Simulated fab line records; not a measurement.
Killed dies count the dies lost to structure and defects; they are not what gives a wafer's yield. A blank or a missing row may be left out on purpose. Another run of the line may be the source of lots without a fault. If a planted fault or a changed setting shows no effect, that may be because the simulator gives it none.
A struck lot beside a sound one / flow gf180mcu / 30 out of 602 route steps
Sound: the wafers L949.4, L949.5, L949.6. The struck wafers were L958.1, L958.5, L958.6. The cause is named last.
Each step with rows lists, per side, the tool, then ch with its chambers, then its first start. Under that, the readings that differ: sound wafers / struck wafers / difference of the means / sigmas: that difference in standard deviations of wafers without a fault.
alike: readings whose means differ by less than 2 such deviations, and words and numbers that are the same on both sides. not compared: withheld readings, readings that some wafer has no value for, bounds like >300 that may hide the same value, and numbers for which the record gives no deviation and whose values overlap.
A row with sigmas, a row that says differs or no value, or rows on one side alone: a step with any of these is where the two part. When numbers do not overlap yet have no deviation, they are printed without sigmas and do not part them. A reading missing from all wafers of one side parts the sides only when that side holds two or more wafers.

GF_STI_BOW_MEAS_00:
  sound: film-metro-02 at day 1 15:04; struck: film-metro-04 at day 3 12:00
  alike: INCOMING_BOW
GF_STI_OXIDATION_01: stabilise 600 s, purge 300 s, target thk 10 nm.
  sound on furnace-02 ch 0, day 1 16:20; struck on furnace-02 ch 0, day 3 14:26
GF_STI_THK_MEAS_02:
  sound: film-metro-02 at day 1 17:46; struck: film-metro-02 at day 3 15:50
reading=STI_OXIDATION_THK (nm); sound=9.45 9.37 9.49; struck=15.96 16.05 15.74; difference=+6.48; sigmas=+36
then, 1 step without rows for these wafers: GF_STI_CVD_03 (deposits Si3N4 from DCS/NH3, target thk 207.16 nm, time 3551 s).
GF_STI_THK_MEAS_04:
  sound: film-metro-03 at day 1 19:49; struck: film-metro-02 at day 3 17:53
  alike: STI_CVD_03_THK
GF_STI_DEHYDRATE_05: time 61.87 s.
  sound on litho-track-03 ch 0, day 2 01:29; struck on litho-track-03 ch 0, day 3 22:25
  alike: plate-sensor-t-centre-C, plate-sensor-t-edge-C, resist-line-temp-C
then, 6 steps without rows for these wafers: GF_STI_HMDS_06 (prime time 60 s); GF_STI_COAT_07 (resist thk 700 nm); GF_STI_SOFTBAKE_08 (time 60 s); GF_STI_EXPOSE_09 (exposes mask COMP, target cd 220 nm); GF_STI_PEB_10 (peb time 90 s); GF_STI_DEVELOP_11 (develop time 60 s).
GF_STI_CD_MEAS_12: the cd target is 220 nm.
  sound: cd-sem-01 at day 2 08:00; struck: cd-sem-01 at day 4 05:47
  alike: cd-nm
GF_STI_ETCH_13: etches the open film in CHF3/O2, stops on Si, target depth 282.31 nm, time 112.9 s.
  sound on rie-diel-01 ch 1,2, day 2 08:04; struck on rie-diel-04 ch 1,2, day 4 05:54
  alike: O2_flow_sccm, drypump-motor-current-A, oes-product-au, throttle-valve-pct
  not compared: rf-hours-counter-h
GF_STI_ETCH_14: etches Si in HBr/Cl2/O2, target depth 360 nm, time 102.9 s.
  sound on rie-si-02 ch 0,3, day 2 08:08; struck on rie-si-02 ch 0,1, day 4 05:59
  alike: O2_flow_sccm, drypump-motor-current-A, mfc-cl2-sccm, oes-product-au, throttle-valve-pct
  not compared: rf-hours-counter-h
GF_STI_STRIP_15: strips in O2/N2.
  sound on plasma-asher-03 ch 0,1, day 2 08:15; struck on plasma-asher-03 ch 0,1, day 4 06:03
  alike: drypump-motor-current-A, heater-power-w, oes-product-au, platen-temp-c, strip-time-to-endpoint-s
  not compared: rf-hours-counter-h
then, 6 steps without rows for these wafers: GF_STI_CLEAN_16 (cleans in dHF, time 25 s); GF_STI_WET_ETCH_17 (etches Si3N4 in H3PO4, target depth 45 nm, time 514 s); GF_STI_CLEAN_18 (cleans in SC1/SC2, time 150 s); GF_STI_CLEAN_19 (cleans in dHF, time 20 s); GF_STI_WET_ETCH_20 (etches SiO2 in dHF, target depth 20 nm, time 400 s); GF_STI_OXIDATION_21 (stabilise 600 s, purge 300 s, target thk 15 nm).
GF_STI_THK_MEAS_22:
  sound: film-metro-03 at day 2 09:50; struck: film-metro-04 at day 4 07:39
  alike: STI_OXIDATION_01_THK
then, 1 step without rows for these wafers: GF_STI_CVD_23 (deposits SiO2, target thk 650 nm, time 108.3 s).
GF_STI_THK_MEAS_24:
  sound: film-metro-02 at day 2 09:58; struck: film-metro-03 at day 4 07:47
  alike: STI_CVD_23_THK
GF_STI_CMP_25: polishes, stops on Si3N4, t overpolish 33 s, target thk 524.6 nm.
  sound on cmp-02 ch 0,1,3, day 2 10:08; struck on cmp-01 ch 0,1,2, day 4 07:59
  alike: motor-current-A, overpolish-run-s, time-to-endpoint-s
then, 1 step without rows for these wafers: GF_STI_WET_ETCH_26 (etches SiO2 in dHF, target depth 94 nm, time 188 s).
GF_STI_WET_ETCH_27: etches Si3N4 in H3PO4, target depth 160 nm, time 1825 s.
  sound on wet-bench-04 ch 3, day 2 10:21; struck on wet-bench-04 ch 3, day 4 08:12
reading=model.SiO2_of_STI_OXIDATION_01.thk-nm (nm); sound=9.391 9.341 9.461; struck=15.92 16.02 15.69; difference=+6.48; sigmas=
then, 1 step without rows for these wafers: GF_STI_WET_ETCH_28 (etches SiO2 in dHF, target depth 20 nm, time 40 s).
-- the record jumps here: 28 days lie between the struck wafers' starts before and after (it left off in module STI and takes up again in module PASSIVATION, whose first step shown is number 602 of the route) --
GF_PASSIVATION_PROBE_99:
  rows exist in the record for the struck wafers here (prober-02, day 32 04:46), but not for the sound ones

== WHERE THEY PART ==
First at GF_STI_THK_MEAS_02; last, within this record, at GF_PASSIVATION_PROBE_99.

WHY: the cause the simulator had injected
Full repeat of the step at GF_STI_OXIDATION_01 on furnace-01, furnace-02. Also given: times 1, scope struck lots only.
